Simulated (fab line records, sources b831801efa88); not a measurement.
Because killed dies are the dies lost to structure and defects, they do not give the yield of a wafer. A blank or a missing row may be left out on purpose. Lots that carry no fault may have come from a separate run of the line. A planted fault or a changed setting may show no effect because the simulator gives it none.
Which tool did it? | flow gf180mcu | 33 wafers from 11 lots sampled at 3 of the route's 602 steps

WHAT EACH GAUGE READ, for each wafer
GF_M2_RS_MEAS_05: measures by four-point-probe. Usual: for M2_ALCU_RS the level is 0.0699 ohm/sq and the standard deviation is 0.00093.
lot  | measured     | on            | M2_ALCU_RS (ohm/sq)  | flag
L961 | day 19 16:59 | film_metro-03 | 0.0683 0.0697 0.0701 |
L964 | day 21 03:19 | film_metro-03 | 0.0694 0.0692 0.0689 |
L965 | day 21 03:38 | film_metro-04 | 0.0712 0.0708 0.0680 |
L966 | day 21 17:30 | film_metro-01 | 0.0675 0.0701 0.0705 |
L967 | day 21 23:05 | film_metro-03 | 0.0691 0.0710 0.0696 |
L968 | day 22 07:29 | film_metro-01 | 0.0701 0.0720 0.0696 |
L969 | day 22 16:23 | film_metro-04 | 0.0707 0.0688 0.0715 |
L970 | day 23 04:10 | film_metro-04 | 0.0690 0.0711 0.0709 |
L971 | day 23 06:18 | film_metro-01 | 0.0701 0.0692 0.0695 |
L974 | day 24 08:35 | film_metro-03 | 0.0690 0.0692 0.0695 |
L979 | day 25 21:32 | film_metro-04 | 0.0705 0.0690 0.0703 |

GF_M2_OVL_MEAS_15. Usual: for M2_OVL the level is 0 nm and the standard deviation is 4.3.
lot  | measured     | on         | M2_OVL (nm) | flag
L961 | day 20 17:47 | overlay-02 | 0 2 4       |
L964 | day 22 02:52 | overlay-02 | 0 1 3       |
L965 | day 22 02:59 | overlay-02 | 5 0 1       |
L966 | day 22 17:46 | overlay-02 | 2 0 1       |
L967 | day 22 21:56 | overlay-02 | -2 -7 -4    |
L968 | day 23 06:40 | overlay-02 | 2 -3 -3     |
L969 | day 23 14:58 | overlay-01 | 1 5 -9      |
L970 | day 24 02:34 | overlay-01 | 0 -4 -1     |
L971 | day 24 04:49 | overlay-02 | 2 5 4       |
L974 | day 25 06:44 | overlay-02 | 0 -6 3      |
L979 | day 26 18:07 | overlay-02 | -2 1 2      |

GF_V2_THK_MEAS_03. Usual: for V2_CVD_02_THK the level is 848 nm and the standard deviation is 13.
lot  | measured     | on            | V2_CVD_02_THK (nm) | flag
L961 | day 20 18:55 | film_metro-03 | 816 855 830        |
L964 | day 22 03:46 | film_metro-03 | 857 839 856        |
L965 | day 22 03:58 | film_metro-02 | 836 849 850        |
L966 | day 22 18:46 | film_metro-04 | 830 849 843        |
L967 | day 22 22:49 | film_metro-03 | 818 856 873        |
L968 | day 23 07:33 | film_metro-03 | 847 857 846        |
L969 | day 23 15:51 | film_metro-04 | 828 855 842        |
L970 | day 24 03:28 | film_metro-03 | 846 829 855        |
L971 | day 24 05:42 | film_metro-03 | 853 857 863        |
L974 | day 25 07:38 | film_metro-02 | 837 844 857        |
L979 | day 26 19:05 | film_metro-02 | 837 841 864        |

EACH LOT AND THE TOOL THAT RAN IT (in order: tool; ch and the chambers of the sampled wafers; start)
The record shows no process step preceding these readings.

WHAT THE TOOLS THEMSELVES READ (means of the sampled wafers that have a number; where no wafer has one, the mark that the record gives instead)
The record holds no such reading with a usual standard deviation.

THE ANSWER, worked out from the rows above alone
Rule: a lot is off if the mean of its wafers that have a number lies more than 3 standard deviations from the usual mean. A lot without any number at a reading at which 4 lots or more have one is off too. Any other lot the step has rows for is counted as sound. The gauges are gone through in route order, then the tools' own readings, and for those a lot's mean is taken as printed above. The first step at which some lot is off is used, and at that step the reading that is off furthest; a lot without a number counts as furthest.
No lot is off at any reading shown: from this, nothing can be told.

WHAT THE SIMULATOR HAD INSERTED
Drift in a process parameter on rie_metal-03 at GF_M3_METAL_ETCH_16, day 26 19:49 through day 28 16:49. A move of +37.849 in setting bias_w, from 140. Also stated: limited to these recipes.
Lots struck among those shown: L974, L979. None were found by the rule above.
